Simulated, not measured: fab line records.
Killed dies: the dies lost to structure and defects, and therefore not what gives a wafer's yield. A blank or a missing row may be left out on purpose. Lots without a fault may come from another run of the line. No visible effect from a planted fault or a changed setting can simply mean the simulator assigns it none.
Split-lot trial / flow sky130 / on a route of 708 steps: 5 lots, 23 wafers read

== ABOUT THE SPLIT ==
At SKY_VIA3_SPUTTER_20 (material TiN, target thk 20 nm, time 80 s), the setting chamberPressurePa was moved away from the recipe's 5 Pa on 15 of the 23 wafers read, by -11.5% to +10.9%. For the rest of the wafers, this setting stayed at what the recipe calls for.

The split's own step is where the reading is taken.

== THE READING ==
TiN_of_VIA3_SPUTTER_20.thkNm (the simulator's own value, which no gauge read), in nm, at SKY_VIA3_SPUTTER_20 (material TiN, target thk 20 nm, time 80 s). The file does not state a usual value for it. Average 19.71 nm, standard deviation 0.16 nm, over the 8 wafers here run with the recipe.

wafer=L075.1; tool, chamber at the split=pvdSputter-03, -; chamberPressurePa as run, Pa=4.423; against the recipe=-11.5%; TiN_of_VIA3_SPUTTER_20.thkNm, nm=21.97; against lot-mates on the recipe=no lot-mate on the recipe
wafer=L075.2; tool, chamber at the split=pvdSputter-03, -; chamberPressurePa as run, Pa=4.423; against the recipe=-11.5%; TiN_of_VIA3_SPUTTER_20.thkNm, nm=22.21; against lot-mates on the recipe=no lot-mate on the recipe
wafer=L075.3; tool, chamber at the split=pvdSputter-03, -; chamberPressurePa as run, Pa=4.423; against the recipe=-11.5%; TiN_of_VIA3_SPUTTER_20.thkNm, nm=22.15; against lot-mates on the recipe=no lot-mate on the recipe
wafer=L075.4; tool, chamber at the split=pvdSputter-03, -; chamberPressurePa as run, Pa=4.423; against the recipe=-11.5%; TiN_of_VIA3_SPUTTER_20.thkNm, nm=22.27; against lot-mates on the recipe=no lot-mate on the recipe
wafer=L075.6; tool, chamber at the split=pvdSputter-03, -; chamberPressurePa as run, Pa=4.423; against the recipe=-11.5%; TiN_of_VIA3_SPUTTER_20.thkNm, nm=22.41; against lot-mates on the recipe=no lot-mate on the recipe
wafer=L078.1; tool, chamber at the split=pvdSputter-03, -; chamberPressurePa as run, Pa=5.545; against the recipe=+10.9%; TiN_of_VIA3_SPUTTER_20.thkNm, nm=17.97; against lot-mates on the recipe=no lot-mate on the recipe
wafer=L078.2; tool, chamber at the split=pvdSputter-03, -; chamberPressurePa as run, Pa=5.545; against the recipe=+10.9%; TiN_of_VIA3_SPUTTER_20.thkNm, nm=17.79; against lot-mates on the recipe=no lot-mate on the recipe
wafer=L078.3; tool, chamber at the split=pvdSputter-03, -; chamberPressurePa as run, Pa=5.545; against the recipe=+10.9%; TiN_of_VIA3_SPUTTER_20.thkNm, nm=18.15; against lot-mates on the recipe=no lot-mate on the recipe
wafer=L078.4; tool, chamber at the split=pvdSputter-03, -; chamberPressurePa as run, Pa=5.545; against the recipe=+10.9%; TiN_of_VIA3_SPUTTER_20.thkNm, nm=17.85; against lot-mates on the recipe=no lot-mate on the recipe
wafer=L078.6; tool, chamber at the split=pvdSputter-03, -; chamberPressurePa as run, Pa=5.545; against the recipe=+10.9%; TiN_of_VIA3_SPUTTER_20.thkNm, nm=17.69; against lot-mates on the recipe=no lot-mate on the recipe
wafer=L079.2; tool, chamber at the split=pvdSputter-03, -; chamberPressurePa as run, Pa=5; against the recipe=recipe; TiN_of_VIA3_SPUTTER_20.thkNm, nm=19.92; against lot-mates on the recipe=-
wafer=L079.3; tool, chamber at the split=pvdSputter-03, -; chamberPressurePa as run, Pa=5; against the recipe=recipe; TiN_of_VIA3_SPUTTER_20.thkNm, nm=19.68; against lot-mates on the recipe=-
wafer=L079.4; tool, chamber at the split=pvdSputter-03, -; chamberPressurePa as run, Pa=5; against the recipe=recipe; TiN_of_VIA3_SPUTTER_20.thkNm, nm=19.85; against lot-mates on the recipe=-
wafer=L079.5; tool, chamber at the split=pvdSputter-03, -; chamberPressurePa as run, Pa=5; against the recipe=recipe; TiN_of_VIA3_SPUTTER_20.thkNm, nm=19.51; against lot-mates on the recipe=-
wafer=L079.6; tool, chamber at the split=pvdSputter-03, -; chamberPressurePa as run, Pa=5; against the recipe=recipe; TiN_of_VIA3_SPUTTER_20.thkNm, nm=19.81; against lot-mates on the recipe=-
wafer=L080.1; tool, chamber at the split=pvdSputter-02, -; chamberPressurePa as run, Pa=5; against the recipe=recipe; TiN_of_VIA3_SPUTTER_20.thkNm, nm=19.81; against lot-mates on the recipe=-
wafer=L080.5; tool, chamber at the split=pvdSputter-02, -; chamberPressurePa as run, Pa=5; against the recipe=recipe; TiN_of_VIA3_SPUTTER_20.thkNm, nm=19.41; against lot-mates on the recipe=-
wafer=L080.6; tool, chamber at the split=pvdSputter-02, -; chamberPressurePa as run, Pa=5; against the recipe=recipe; TiN_of_VIA3_SPUTTER_20.thkNm, nm=19.73; against lot-mates on the recipe=-
wafer=L081.1; tool, chamber at the split=pvdSputter-02, -; chamberPressurePa as run, Pa=4.774; against the recipe=-4.5%; TiN_of_VIA3_SPUTTER_20.thkNm, nm=21.02; against lot-mates on the recipe=no lot-mate on the recipe
wafer=L081.2; tool, chamber at the split=pvdSputter-02, -; chamberPressurePa as run, Pa=4.774; against the recipe=-4.5%; TiN_of_VIA3_SPUTTER_20.thkNm, nm=20.69; against lot-mates on the recipe=no lot-mate on the recipe
wafer=L081.6; tool, chamber at the split=pvdSputter-02, -; chamberPressurePa as run, Pa=4.774; against the recipe=-4.5%; TiN_of_VIA3_SPUTTER_20.thkNm, nm=20.69; against lot-mates on the recipe=no lot-mate on the recipe
wafer=L081.4; tool, chamber at the split=pvdSputter-02, -; chamberPressurePa as run, Pa=4.774; against the recipe=-4.5%; TiN_of_VIA3_SPUTTER_20.thkNm, nm=20.89; against lot-mates on the recipe=no lot-mate on the recipe
wafer=L081.5; tool, chamber at the split=pvdSputter-02, -; chamberPressurePa as run, Pa=4.774; against the recipe=-4.5%; TiN_of_VIA3_SPUTTER_20.thkNm, nm=21; against lot-mates on the recipe=no lot-mate on the recipe

FIT RESULTS
A straight line over all 23 wafers: TiN_of_VIA3_SPUTTER_20.thkNm changes by -0.194 nm for each +1% of chamberPressurePa; r = -0.99; the points scatter about the line by 0.21 nm.
Too few moved wafers with a lot-mate on the recipe to fit a line net of each lot's own level.

== FILE'S OWN FIT ==
TiN_of_VIA3_SPUTTER_20.thkNm changes by -0.194 nm for each +1% of chamberPressurePa, r = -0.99.
